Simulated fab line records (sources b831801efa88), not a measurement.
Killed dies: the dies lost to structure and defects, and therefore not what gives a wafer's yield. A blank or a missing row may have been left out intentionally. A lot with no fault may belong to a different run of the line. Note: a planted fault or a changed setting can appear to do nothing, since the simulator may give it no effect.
Chamber matching ; flow gf180mcu ; 4 sister chambers for GF_V4_CMP_26 on cmp-01
The step polishes, stops on SiO2, t overpolish 15 s, target thk 0 nm. 19 wafers are shown with their chamber, then 9 later ones without.

WAFERS WITH THEIR CHAMBER
wafer;chamber;motorCurrentA (A);timeToEndpointS (s)
L845.2;3;11.8;78
L845.3;0;10.3;84
L845.6;2;11.5;80
L848.1;3;13.2;77
L857.1;1;9.8;88
L857.2;3;12.8;83
L857.5;2;11.5;83
L858.1;2;11.7;85
L858.2;0;10.5;89
L858.6;0;10.6;89
L859.2;0;9.9;84
L859.4;2;12.1;85
L859.5;1;10.1;83
L860.2;2;11.3;86
L860.5;1;9.5;87
L860.6;0;9.9;83
L861.1;0;10.3;84
L861.2;2;12.1;83
L861.6;2;10.8;86

SIGNATURES (averages over the wafers above)
reading;chamber 0;chamber 1;chamber 2;chamber 3;scatter within a chamber
motorCurrentA;10.250;9.800;11.571;12.600;0.44
timeToEndpointS;85.50;86.00;84.00;79.33;2.58
Rule: for each reading, subtract the chamber's mean from the wafer's reading, divide by that reading's scatter and square the result; add these up over the readings and take the root, which gives the wafer's distance from the chamber. The wafer belongs to the nearest chamber; if the next one is less than 2 further off, it can't be placed. The scatter: take each reading less its chamber's mean, square it, sum over the shown wafers, divide by the number of wafers less the number of chambers, and take the root.

WAFERS MISSING THEIR CHAMBER
wafer;motorCurrentA (A);timeToEndpointS (s)
L862.1;10.5;86
L862.3;10.0;83
L862.4;12.7;84
L865.1;10.1;87
L865.2;11.8;81
L865.6;10.2;87
L866.2;12.1;83
L866.3;9.6;83
L866.4;12.1;78

WHICH CHAMBER EACH WENT THROUGH
wafer;from the rows above;in truth
L862.1;can't be placed: 0 or 1 or 2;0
L862.3;can't be placed: 0 or 1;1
L862.4;can't be placed: 3 or 2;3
L865.1;can't be placed: 0 or 1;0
L865.2;can't be placed: 2 or 3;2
L865.6;can't be placed: 0 or 1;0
L866.2;can't be placed: 2 or 3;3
L866.3;can't be placed: 1 or 0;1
L866.4;can't be placed: 3 or 2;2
Placed correctly: 0 of 9. These rows do not allow placing 9 (true chamber among the candidates in 9). Number placed wrongly: 0.
